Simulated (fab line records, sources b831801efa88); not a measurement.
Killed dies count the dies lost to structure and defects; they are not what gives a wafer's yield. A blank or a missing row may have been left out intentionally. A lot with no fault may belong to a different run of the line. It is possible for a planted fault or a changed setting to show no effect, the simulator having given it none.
fab line records ; flow sky130
record: lots: 6; wafers: 18; lastDay: 50
route steps=708 shown LI_CONTACT@371 LOCAL_INTERCONNECT@387 PAD_OPEN@708
lots that met no fault: from a run of the same line without faults
startH: the number of hours between the record's first day and the start of the first shown wafer of the lot ; waitH: hours elapsed since this lot's preceding step ; " the same as in the row above ; L1.1+2: a single row standing in for several wafers ; - no value, or no start given ; * or withheld: withheld ; < > ~ a bound
route shown NAME@n: NAME is a module with steps in the file, n the number in the route of the first one ; usual: mean/standard deviation taken from wafers without a fault ; same: alike in all rows ; chamber/n: place in a boat ; sites: readings site by site ; _std_site: their standard deviation ; _edge_site: mean of outer sites minus mean of inner sites ; radiusMm: for every site, how far away it sits from the centre of the wafer ; mask NAME#n: copy n ; behind: the most recent tool/chamber to have shaped the wafer ; hold: why the lot was held/for how many hours/how that ended ; device: the n, p or np transistor that did not switch ; end of line: tests of these same wafers at the route's end ; step lacking rows: just its recipe ; killed: count of dies lost to structure and defects at first sort (not the wafer's yield) ; map: a wafer's dies, x killed, . not, _ none there
set.NAME: the setting the step ran with; set.NAME@STEP: the setting that earlier step ran with ; model.NAME: the simulator's own value behind a step, which no gauge read
lots at selected steps of the route; one table per step, one row per wafer
services: the hour from which a tool's chamber was out of use, counted from the record's first day as startH (under 0 if before that day), plus the number of hours and why
== steps ==
step: SKY_LI_CONTACT_EXPOSE_09
recipe: maskId: LICM1; na: 0.8; sourceShape: annular; sigmaInner: 0.55; sigmaOuter: 0.85; targetCdNm: 170; doseMj: 38
step: SKY_LI_CONTACT_PEB_10
recipe: pebTempC: withheld; pebTimeS: withheld; resist: KrF-thick
step: SKY_LI_CONTACT_DEVELOP_11
recipe: developTimeS: 60; resist: KrF-thick; devTempC: 21
step: SKY_LI_CONTACT_CD_MEAS_12
recipe: targetCdNm: 170
usual: cdNm: 169.8/1.2
lot.wafer;tool;chamber;startH;waitH;cdNm
L550.2;cdSem-02;-;735.38;-;170.4
L550.4;cdSem-02;-;735.38;-;170.6
L550.6;cdSem-02;-;735.38;-;168.8
L553.2;cdSem-01;-;749.15;-;170.7
L553.3;cdSem-01;-;749.15;-;169.1
L553.5;cdSem-01;-;749.15;-;170.4
L554.2;cdSem-02;-;764.99;-;168.5
L554.5;cdSem-02;-;764.99;-;170.1
L554.6;cdSem-02;-;764.99;-;169.9
L562.2;cdSem-02;-;821.28;-;168.1
L562.3;cdSem-02;-;821.28;-;168.8
L562.4;cdSem-02;-;821.28;-;168.8
L564.1;cdSem-01;-;835.27;-;168.3
L564.2;cdSem-01;-;835.27;-;169.0
L564.4;cdSem-01;-;835.27;-;168.2
L566.2;cdSem-01;-;855.38;-;170.1
L566.4;cdSem-01;-;855.38;-;169.3
L566.6;cdSem-01;-;855.38;-;169.4
step: SKY_LI_CONTACT_OVL_MEAS_13
usual: LI_CONTACT_OVL: 0/5.7
lot.wafer;tool;chamber;startH;waitH;LI_CONTACT_OVL[nm]
L550.2;overlay-02;-;735.49;0.1;-15
L550.4;overlay-02;-;735.49;0.1;-10
L550.6;overlay-02;-;735.49;0.1;-11
L553.2;overlay-02;-;749.26;0.1;6
L553.3;overlay-02;-;749.26;0.1;8
L553.5;overlay-02;-;749.26;0.1;5
L554.2;overlay-01;-;765.10;0.1;7
L554.5;overlay-01;-;765.10;0.1;-2
L554.6;overlay-01;-;765.10;0.1;-1
L562.2;overlay-01;-;821.39;0.1;-2
L562.3;overlay-01;-;821.39;0.1;0
L562.4;overlay-01;-;821.39;0.1;7
L564.1;overlay-02;-;835.39;0.1;-3
L564.2;overlay-02;-;835.39;0.1;-1
L564.4;overlay-02;-;835.39;0.1;-1
L566.2;overlay-01;-;855.49;0.1;-2
L566.4;overlay-01;-;855.49;0.1;-4
L566.6;overlay-01;-;855.49;0.1;-11
step: SKY_LI_CONTACT_ETCH_14
recipe: chemistry: N2/H2; target: BARC; ionEnergyEv: 200; sourceW: 500; biasW: 100; pressureMtorr: 30; n2FlowSccm: 100; h2FlowSccm: 200; stopOn: SiO2; timeS: 45.9; targetDepthA: 600
usual: drypumpMotorCurrentA: 5.8/0.31; oesProductAu: 0.854/0.0045; throttleValvePct: 13.225/0.0092
same: timeS: 45.9
lot.wafer;tool;chamber;startH;waitH;drypumpMotorCurrentA;oesProductAu;rfHoursCounterH;throttleValvePct
L550.2;rieDiel-01;0;735.52;0.0;6.2;0.866;0;13.230
L550.4;rieDiel-01;2;735.52;0.0;5.4;0.856;10;13.234
L550.6;rieDiel-01;2;735.52;0.0;5.4;0.854;-;13.224
L553.2;rieDiel-01;1;749.29;0.0;5.8;0.853;11;13.218
L553.3;rieDiel-01;2;749.29;0.0;5.4;0.850;10;13.233
L553.5;rieDiel-01;0;749.29;0.0;6.2;0.854;-;13.226
L554.2;rieDiel-02;2;765.13;0.0;6.5;0.863;36;13.216
L554.5;rieDiel-02;2;765.13;0.0;6.4;0.858;-;13.214
L554.6;rieDiel-02;3;765.13;0.0;5.7;0.857;-;13.234
L562.2;rieDiel-02;2;821.42;0.0;6.4;0.859;1;13.229
L562.3;rieDiel-02;1;821.42;0.0;5.5;0.852;9;13.218
L562.4;rieDiel-02;3;821.42;0.0;5.7;0.853;4;13.217
L564.1;rieDiel-03;3;835.43;0.0;5.4;0.844;7;13.213
L564.2;rieDiel-03;1;835.43;0.0;5.6;0.850;5;13.228
L564.4;rieDiel-03;2;835.43;0.0;6.0;0.852;3;13.216
L566.2;rieDiel-03;1;855.52;0.0;5.6;0.846;6;13.207
L566.4;rieDiel-03;2;855.52;0.0;6.0;0.853;4;13.222
L566.6;rieDiel-03;1;855.52;0.0;5.6;0.856;-;13.212
step: SKY_LI_CONTACT_ETCH_15
recipe: target: PSG; chemistry: C4F8/O2/Ar; stopOn: Si; taperDeg: 4.15; maskMaterial: KrF-thick; sourceW: 1500; biasW: 1200; pressureMtorr: 40; c4f8FlowSccm: withheld; O2_flow_sccm: 6; Ar_flow_sccm: 300; timeS: withheld; targetDepthA: 6000
step: SKY_LI_CONTACT_STRIP_16
recipe: chemistry: O2/N2; powerW: 1400; pressureMtorr: 1500; platenTempC: withheld; o2FlowSccm: 3000; n2FlowSccm: 300; overashFraction: 0.5
usual: drypumpMotorCurrentA: 5.7/0.82; oesProductAu: 0.376/0.0055; stripTimeToEndpointS: 3.50/0.043
lot.wafer;tool;chamber;startH;waitH;drypumpMotorCurrentA;oesProductAu;rfHoursCounterH;stripTimeToEndpointS
L550.2;plasmaAsher-02;1;735.64;-;5.1;0.385;91;3.58
L550.4;plasmaAsher-02;1;735.64;-;5.1;0.363;-;3.48
L550.6;plasmaAsher-02;1;735.64;-;5.1;0.368;-;3.47
L553.2;plasmaAsher-03;0;749.41;-;6.5;0.367;1;3.54
L553.3;plasmaAsher-03;0;749.41;-;6.5;0.372;-;3.48
L553.5;plasmaAsher-03;0;749.41;-;6.5;0.372;-;3.54
L554.2;plasmaAsher-03;1;765.26;-;6.7;0.380;2;3.48
L554.5;plasmaAsher-03;0;765.26;-;6.5;0.380;-;3.50
L554.6;plasmaAsher-03;1;765.26;-;6.6;0.369;-;3.50
L562.2;plasmaAsher-03;1;821.54;-;6.7;0.377;7;3.51
L562.3;plasmaAsher-03;0;821.54;-;6.5;0.382;-;3.58
L562.4;plasmaAsher-03;1;821.54;-;6.7;0.374;-;3.52
L564.1;plasmaAsher-04;0;835.56;-;6.3;0.375;66;3.47
L564.2;plasmaAsher-04;1;835.56;-;4.7;0.374;66;3.43
L564.4;plasmaAsher-04;0;835.56;-;6.4;0.374;-;3.46
L566.2;plasmaAsher-04;1;855.64;-;4.7;0.381;68;3.43
L566.4;plasmaAsher-04;0;855.64;-;6.3;0.366;-;3.47
L566.6;plasmaAsher-04;0;855.64;-;6.3;0.375;-;3.43
step: SKY_LI_CONTACT_CLEAN_17
recipe: chemistry: NMP; timeS: 600; tempC: 60; dry: n2Spin
step: SKY_LI_CONTACT_PRE_CLEAN_18
recipe: gas: Ar; timeS: 5.6; biasV: 358
step: SKY_LI_CONTACT_SPUTTER_19
recipe: material: Ti; targetThkNm: 20; chamberPressurePa: 5; powerW: 2500; substrateTempC: 200; timeS: 106.37
usual: substrateTempC: 200.01/0.14; throttleValvePct: 29.2/0.92
same: timeS: 106.37
lot.wafer;tool;chamber;startH;waitH;substrateTempC;throttleValvePct
L550.2;pvdSputter-04;-;735.94;0.0;200.09;27.5
L550.4;pvdSputter-04;-;735.94;0.0;199.98;29.1
L550.6;pvdSputter-04;-;735.94;0.0;199.93;28.8
L553.2;pvdSputter-04;-;749.73;0.0;199.90;30.0
L553.3;pvdSputter-04;-;749.73;0.0;200.06;27.8
L553.5;pvdSputter-04;-;749.73;0.0;200.04;30.1
L554.2;pvdSputter-01;-;765.57;0.0;200.05;29.1
L554.5;pvdSputter-01;-;765.57;0.0;200.20;28.7
L554.6;pvdSputter-01;-;765.57;0.0;199.80;28.9
L562.2;pvdSputter-01;-;821.84;0.0;200.17;30.2
L562.3;pvdSputter-01;-;821.84;0.0;199.89;29.6
L562.4;pvdSputter-01;-;821.84;0.0;200.14;28.8
L564.1;pvdSputter-04;-;836.03;0.0;199.92;29.9
L564.2;pvdSputter-04;-;836.03;0.0;199.93;27.5
L564.4;pvdSputter-04;-;836.03;0.0;199.98;28.6
L566.2;pvdSputter-01;-;855.95;0.0;199.70;28.8
L566.4;pvdSputter-01;-;855.95;0.0;200.14;29.7
L566.6;pvdSputter-01;-;855.95;0.0;199.99;28.8
step: SKY_LI_CONTACT_SPUTTER_20
recipe: material: TiN; targetThkNm: 20; chamberPressurePa: 5; powerW: 4000; timeS: 80
usual: throttleValvePct: 29.2/0.93
same: timeS: 80
lot.wafer;tool;chamber;startH;waitH;throttleValvePct
L550.2;pvdSputter-04;-;736.01;0.0;27.4
L550.4;pvdSputter-04;-;736.01;0.0;29.1
L550.6;pvdSputter-04;-;736.01;0.0;28.7
L553.2;pvdSputter-04;-;749.80;0.0;30.2
L553.3;pvdSputter-04;-;749.80;0.0;27.4
L553.5;pvdSputter-04;-;749.80;0.0;30.0
L554.2;pvdSputter-01;-;765.64;0.0;29.1
L554.5;pvdSputter-01;-;765.64;0.0;28.6
L554.6;pvdSputter-01;-;765.64;0.0;29.0
L562.2;pvdSputter-01;-;821.91;0.0;30.5
L562.3;pvdSputter-01;-;821.91;0.0;29.6
L562.4;pvdSputter-01;-;821.91;0.0;28.9
L564.1;pvdSputter-04;-;836.10;0.0;30.1
L564.2;pvdSputter-04;-;836.10;0.0;27.4
L564.4;pvdSputter-04;-;836.10;0.0;28.8
L566.2;pvdSputter-01;-;856.03;0.0;28.9
L566.4;pvdSputter-01;-;856.03;0.0;29.6
L566.6;pvdSputter-01;-;856.03;0.0;28.9
step: SKY_LI_CONTACT_CVD_21
recipe: material: W; targetThkNm: 400; timeS: 120.56; tempC: 400; pressureTorr: 40
usual: chamberPressureTorr: 39.99/0.082; heaterPowerOuterW: 509/54; heaterPowerW: 828/59; susceptorTempC: 400.01/0.23
same: timeS: 120.56
lot.wafer;tool;chamber;startH;waitH;chamberPressureTorr;heaterPowerOuterW;heaterPowerW;susceptorTempC;model.W_of_LI_CONTACT_CVD_21.thkNm
L550.2;cvdW-02;1;736.07;0.0;40.04;549;880;399.72;390.1
L550.4;cvdW-02;0;736.07;0.0;39.97;550;876;399.73;389.1
L550.6;cvdW-02;0;736.07;0.0;39.96;545;895;399.88;393.1
L553.2;cvdW-01;0;749.86;0.0;39.93;421;747;400.05;399.7
L553.3;cvdW-01;1;749.86;0.0;40.14;515;798;400.14;397.9
L553.5;cvdW-01;1;749.86;0.0;40.01;519;807;400.11;395.2
L554.2;cvdW-02;0;765.71;0.0;40.01;559;915;400.46;417.3
L554.5;cvdW-02;0;765.71;0.0;40.01;563;891;400.36;415.8
L554.6;cvdW-02;1;765.71;0.0;40.07;548;897;399.78;400.5
L562.2;cvdW-01;1;821.97;0.0;23.60;523;807;399.83;308.1
L562.3;cvdW-01;1;821.97;0.0;23.55;517;811;400.07;307.3
L562.4;cvdW-01;0;821.97;0.0;39.97;418;746;399.54;395
L564.1;cvdW-01;0;836.17;0.0;40.02;426;761;400.11;393.8
L564.2;cvdW-01;1;836.17;0.0;23.67;511;806;399.66;299.9
L564.4;cvdW-01;0;836.17;0.0;40.07;430;726;400.19;391.9
L566.2;cvdW-02;1;856.09;0.0;40.08;560;868;399.62;399
L566.4;cvdW-02;0;856.09;0.0;39.83;571;871;399.86;413.8
L566.6;cvdW-02;1;856.09;0.0;40.04;559;876;399.85;404.4
step: SKY_LI_CONTACT_RS_MEAS_22
recipe: thkMeasGauge: four-point-probe; reads: W_of_LI_CONTACT_CVD_21+TiN_of_LI_CONTACT_SPUTTER_20+Ti_of_LI_CONTACT_SPUTTER_19
usual: LI_CONTACT_W_RS: 0.285/0.0058
lot.wafer;tool;chamber;startH;waitH;hold;LI_CONTACT_W_RS[ohm/sq]
L550.2;filmMetro-03;-;736.22;0.1;-;0.292
L550.4;filmMetro-03;-;736.22;0.1;-;0.293
L550.6;filmMetro-03;-;736.22;0.1;-;0.289
L553.2;filmMetro-01;-;750.01;0.1;-;0.285
L553.3;filmMetro-01;-;750.01;0.1;-;0.286
L553.5;filmMetro-01;-;750.01;0.1;-;0.288
L554.2;filmMetro-03;-;765.85;0.1;-;0.273
L554.5;filmMetro-03;-;765.85;0.1;-;0.273
L554.6;filmMetro-03;-;765.85;0.1;-;0.284
L562.2;filmMetro-01;-;822.12;0.1;awaitDispo/0.2h/release;0.370
L562.3;filmMetro-01;-;822.12;0.1;awaitDispo/0.2h/release;0.371
L562.4;filmMetro-01;-;822.12;0.1;awaitDispo/0.2h/release;0.289
L562.2;filmMetro-01;-;822.41;0.3;-;0.371
L562.3;filmMetro-01;-;822.41;0.3;-;0.370
L562.4;filmMetro-01;-;822.41;0.3;-;0.289
L564.1;filmMetro-01;-;836.29;0.1;awaitDispo/0.2h/release;0.290
L564.2;filmMetro-01;-;836.29;0.1;awaitDispo/0.2h/release;0.380
L564.4;filmMetro-01;-;836.29;0.1;awaitDispo/0.2h/release;0.291
L564.1;filmMetro-01;-;836.58;0.3;-;0.289
L564.2;filmMetro-01;-;836.58;0.3;-;0.380
L564.4;filmMetro-01;-;836.58;0.3;-;0.290
L566.2;filmMetro-01;-;856.24;0.1;-;0.285
L566.4;filmMetro-01;-;856.24;0.1;-;0.275
L566.6;filmMetro-01;-;856.24;0.1;-;0.282
step: SKY_LI_CONTACT_THK_MEAS_23
recipe: thkMeasGauge: xrf; reads: W_of_LI_CONTACT_CVD_21
usual: LI_CONTACT_W_THK: 382/8.7
lot.wafer;tool;chamber;startH;waitH;hold;LI_CONTACT_W_THK[nm]
L550.2;filmMetro-03;-;736.33;0.1;-;375
L550.4;filmMetro-03;-;736.33;0.1;-;373
L550.6;filmMetro-03;-;736.33;0.1;-;374
L553.2;filmMetro-01;-;750.12;0.1;-;383
L553.3;filmMetro-01;-;750.12;0.1;-;379
L553.5;filmMetro-01;-;750.12;0.1;-;378
L554.2;filmMetro-03;-;765.96;0.1;-;407
L554.5;filmMetro-03;-;765.96;0.1;-;406
L554.6;filmMetro-03;-;765.96;0.1;-;389
L562.2;filmMetro-01;-;823.29;0.9;awaitDispo/0.2h/release;300
L562.3;filmMetro-01;-;823.29;0.9;awaitDispo/0.2h/release;296
L562.4;filmMetro-01;-;823.29;0.9;awaitDispo/0.2h/release;379
L562.2;filmMetro-01;-;823.52;0.2;-;299
L562.3;filmMetro-01;-;823.52;0.2;-;299
L562.4;filmMetro-01;-;823.52;0.2;-;380
L564.1;filmMetro-01;-;837.52;0.9;awaitDispo/0.2h/release;379
L564.2;filmMetro-01;-;837.52;0.9;awaitDispo/0.2h/release;292
L564.4;filmMetro-01;-;837.52;0.9;awaitDispo/0.2h/release;378
L564.1;filmMetro-01;-;837.78;0.2;-;380
L564.2;filmMetro-01;-;837.78;0.2;-;291
L564.4;filmMetro-01;-;837.78;0.2;-;378
L566.2;filmMetro-01;-;856.35;0.1;-;377
L566.4;filmMetro-01;-;856.35;0.1;-;394
L566.6;filmMetro-01;-;856.35;0.1;-;385
step: SKY_LI_CONTACT_CMP_24
recipe: stopOn: PSG; tOverpolishS: 20; downForcePsi: 3.5; platenRpm: 60; targetThkNm: 0; padVelocityMS: 0.94248
usual: motorCurrentA: 10.9/1.1; timeToEndpointS: 96/5.1
lot.wafer;tool;chamber;startH;waitH;hold;motorCurrentA;timeToEndpointS
L550.4;cmp-01;1;736.56;0.2;-;11.9;88
L550.2;cmp-01;0;736.56;0.2;-;10.3;90
L550.6;cmp-01;2;736.56;0.2;-;11.7;97
L553.2;cmp-01;3;751.27;1.1;-;9.9;95
L553.3;cmp-01;1;751.27;1.1;-;11.9;86
L553.5;cmp-01;3;751.27;1.1;-;10.1;96
L554.2;cmp-01;2;766.16;0.2;-;11.4;103
L554.6;cmp-01;3;766.16;0.2;-;10.6;95
L554.5;cmp-01;0;766.16;0.2;-;10.1;94
L562.4;cmp-02;2;826.27;2.7;awaitDispo/2.7h/release;12.1;105
L562.3;cmp-02;3;826.27;2.7;awaitDispo/2.7h/release;12.1;74
L562.2;cmp-02;1;826.27;2.7;awaitDispo/2.7h/release;11.6;79
L564.1;cmp-01;0;839.02;1.2;awaitDispo/1.1h/release;9.9;86
L564.4;cmp-01;1;839.02;1.2;awaitDispo/1.1h/release;12.2;86
L564.2;cmp-01;2;839.02;1.2;awaitDispo/1.1h/release;11.2;76
L566.4;cmp-02;1;856.43;0.1;-;10.8;98
L566.2;cmp-02;3;856.43;0.1;-;11.1;90
L566.6;cmp-02;2;856.43;0.1;-;12.6;99
step: SKY_LOCAL_INTERCONNECT_SPUTTER_00
recipe: material: TiN; targetThkNm: 100; tempC: 300; powerW: 6500; timeS: 83.3; chamberPressurePa: 0.4
usual: substrateTempC: 300.02/0.21; susceptorTempC: 299.99/0.21; throttleValvePct: 29.7/1.2
same: timeS: 83.3
lot.wafer;tool;chamber;startH;waitH;substrateTempC;susceptorTempC;throttleValvePct
L550.2;pvdSputter-01;-;736.86;0.1;300.00;300.26;29.6
L550.4;pvdSputter-01;-;736.86;0.1;300.02;300.15;28.7
L550.6;pvdSputter-01;-;736.86;0.1;300.08;299.91;29.7
L553.2;pvdSputter-04;-;751.57;0.2;299.75;300.10;28.9
L553.3;pvdSputter-04;-;751.57;0.2;299.93;299.78;29.9
L553.5;pvdSputter-04;-;751.57;0.2;300.38;299.83;28.8
L554.2;pvdSputter-03;-;766.31;0.1;299.76;299.79;31.6
L554.5;pvdSputter-03;-;766.31;0.1;300.14;299.60;31.1
L554.6;pvdSputter-03;-;766.31;0.1;300.20;299.88;32.3
L562.2;pvdSputter-03;-;826.57;0.1;300.10;300.14;29.5
L562.3;pvdSputter-03;-;826.57;0.1;300.14;299.84;31.0
L562.4;pvdSputter-03;-;826.57;0.1;300.11;300.15;32.4
L564.1;pvdSputter-01;-;839.27;0.2;300.11;300.37;29.0
L564.2;pvdSputter-01;-;839.27;0.2;300.20;299.55;30.0
L564.4;pvdSputter-01;-;839.27;0.2;300.43;300.14;29.7
L566.2;pvdSputter-03;-;856.73;0.1;299.74;299.76;30.0
L566.4;pvdSputter-03;-;856.73;0.1;299.89;300.05;31.4
L566.6;pvdSputter-03;-;856.73;0.1;299.95;299.81;29.4
step: SKY_PAD_OPEN_PROBE_99
usual: killed_at_M0_to_M3: 42/7; killed_at_M4_up: 2.8/1.8; killedAtContacts: 24/5.8; killedAtFrontEnd: 15/4.8; killedAtOther: 0.3/0.56; killedDies: 84/11; killedOpen: 46/7.8; killedShort: 38/6.3
same: grossDies: 492; killedAtBackSide: 0
lot.wafer;tool;chamber;startH;waitH;killed_at_M0_to_M3;killed_at_M4_up;killedAtContacts;killedAtFrontEnd;killedAtOther;killedDies;killedOpen;killedShort
L553.2;prober-02;-;1129.74;0.1;47;7;18;7;0;79;38;41
L553.3;prober-02;-;1129.79;0.2;40;2;26;22;0;90;49;41
L553.5;prober-02;-;1129.89;0.2;43;2;29;8;1;83;45;38
L554.2;prober-01;-;1140.06;0.1;46;4;29;16;0;95;53;42
L554.5;prober-01;-;1140.21;0.2;41;1;20;17;1;80;36;44
L554.6;prober-01;-;1140.26;0.2;36;1;22;17;0;76;45;31
L564.1;prober-01;-;1187.21;0.1;44;4;15;4;0;67;34;33
L564.2;prober-01;-;1187.26;0.1;30;1;16;17;0;64;27;37
L564.4;prober-01;-;1187.36;0.2;43;2;27;15;0;87;53;34
killed by level:class
L553.2 VIA1:geometricParticle:open=14 METAL2:geometricParticle:short=9 CONTACT:geometricParticle:short=5 METAL4:geometricParticle:short=5 LI_CONTACT:geometricParticle:short=4 LI_CONTACT:geometricParticle:open=4 METAL1:geometricParticle:short=4 VIA2:geometricParticle:open=4
L553.3 LI_CONTACT:geometricParticle:open=15 VIA1:geometricParticle:open=8 METAL2:geometricParticle:short=7 POLY_GATE:geometricParticle:open=7 VIA1:geometricParticle:short=5 VIA3:geometricParticle:open=5 FIELD_ISO:geometricParticle:short=4 POLY_GATE:geometricParticle:short=4
L553.5 VIA1:geometricParticle:open=10 CONTACT:geometricParticle:open=8 METAL2:geometricParticle:short=7 VIA3:geometricParticle:open=7 LI_CONTACT:geometricParticle:open=5 LI_CONTACT:geometricParticle:short=5 LOCAL_INTERCONNECT:geometricParticle:short=5 CONTACT:geometricParticle:short=5
L554.2 VIA1:geometricParticle:open=10 VIA3:geometricParticle:open=9 CONTACT:geometricParticle:short=7 CONTACT:geometricParticle:open=6 LI_CONTACT:geometricParticle:open=6 VIA2:geometricParticle:open=5 FIELD_ISO:geometricParticle:short=4 METAL1:geometricParticle:short=4
L554.5 METAL1:geometricParticle:short=8 VIA1:geometricParticle:open=8 FIELD_ISO:geometricParticle:open=5 METAL2:geometricParticle:short=5 METAL3:geometricParticle:short=5 POLY_GATE:geometricParticle:open=4 LI_CONTACT:geometricParticle:short=4 LI_CONTACT:geometricParticle:open=4
L554.6 CONTACT:geometricParticle:open=9 VIA1:geometricParticle:open=8 POLY_GATE:geometricParticle:open=6 METAL2:geometricParticle:short=6 LI_CONTACT:geometricParticle:open=5 VIA3:geometricParticle:open=5 POLY_GATE:geometricParticle:short=4 VIA1:geometricParticle:short=4
L564.1 VIA1:geometricParticle:short=9 VIA1:geometricParticle:open=8 VIA2:geometricParticle:open=8 CONTACT:geometricParticle:open=5 METAL2:geometricParticle:short=4 LI_CONTACT:geometricParticle:open=3 LOCAL_INTERCONNECT:geometricParticle:short=3 CONTACT:geometricParticle:short=3
L564.2 METAL2:geometricParticle:short=7 POLY_GATE:geometricParticle:open=6 POLY_GATE:geometricParticle:short=5 VIA1:geometricParticle:open=5 VIA2:geometricParticle:open=5 LI_CONTACT:geometricParticle:short=4 CONTACT:geometricParticle:open=4 LI_CONTACT:geometricParticle:open=3
L564.4 CONTACT:geometricParticle:open=12 VIA1:geometricParticle:open=10 VIA2:geometricParticle:open=9 LI_CONTACT:geometricParticle:open=8 METAL1:geometricParticle:short=8 POLY_GATE:geometricParticle:short=7 VIA3:geometricParticle:open=4 POLY_GATE:geometricParticle:open=3
== services ==
tool;chamber;startH;hours;kind
pvdSputter-01;-;715.04;0.6;repair
cmp-02;-;720.53;0.5;repair
rieDiel-02;1;720.77;2.6;repair
rieDiel-02;3;721.18;6.8;repair
rieDiel-02;3;730.48;6.7;repair
pvdSputter-01;-;731.53;3.0;repair
plasmaAsher-03;-;733.75;9.0;pm
cmp-02;-;735.16;1.8;repair
cmp-02;-;735.97;0.3;repair
cmp-01;-;745.77;4.0;pm
rieDiel-01;2;749.32;10.4;repair
rieDiel-01;-;759.41;0.7;repair
rieDiel-01;2;759.84;1.7;repair
cmp-02;-;762.31;0.3;repair
rieDiel-01;1;767.06;5.5;repair
pvdSputter-03;-;783.16;1.0;repair
pvdSputter-01;-;789.07;3.5;repair
cmp-01;-;797.44;0.8;repair
pvdSputter-03;-;802.28;6.8;repair
cmp-01;-;804.26;29.0;repair
plasmaAsher-03;-;806.11;4.6;repair
cmp-01;-;822.05;5.3;repair
pvdSputter-04;-;826.72;8.1;repair
pvdSputter-01;-;830.68;1.8;repair
== key ==
firstSign: step: SKY_LI_CONTACT_CVD_21; reading: chamberPressureTorr; direction: down; sigmas: 99+; usual: 39.99; struck: 23.61
effect: step: SKY_LI_CONTACT_RS_MEAS_22; reading: visit; direction: added
effect: step: SKY_LI_CONTACT_RS_MEAS_22; reading: LI_CONTACT_W_RS; direction: up; sigmas: 15; usual: 0.285; struck: 0.374
effect: step: SKY_LI_CONTACT_THK_MEAS_23; reading: visit; direction: added
effect: step: SKY_LI_CONTACT_THK_MEAS_23; reading: LI_CONTACT_W_THK; direction: down; sigmas: 9.9; usual: 382; struck: 296
effect: step: SKY_LI_CONTACT_CMP_24; reading: timeToEndpointS; direction: down; sigmas: 3.9; usual: *; struck: *
modelEffect: step: SKY_LI_CONTACT_CVD_21; value: W_of_LI_CONTACT_CVD_21.thkNm; without: 397.7; struck: 305.1
metAt SKY_LI_CONTACT_CVD_21
struckWafers L562.2,L562.3,L564.2
testerLeftOut L562,L564
onsetBetween 749.86 821.97
fault: kind: processParameterDrift; tool: cvdW-01; chamber: 1; onsetH: 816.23; steps: SKY_LI_CONTACT_CVD_21; channel: pressureTorr; offset: -16.419; shape: step; endH: 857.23; actsIn: theseRecipesOnly; stated: 40
testerLeftOut: of these lots the tester's yield and bins aren't shown, on N5 and GAA mostly nor the transistor test; their killed dies are dies lost to structure and defects alone, not to doping, threshold or leakage, so they don't give the yield
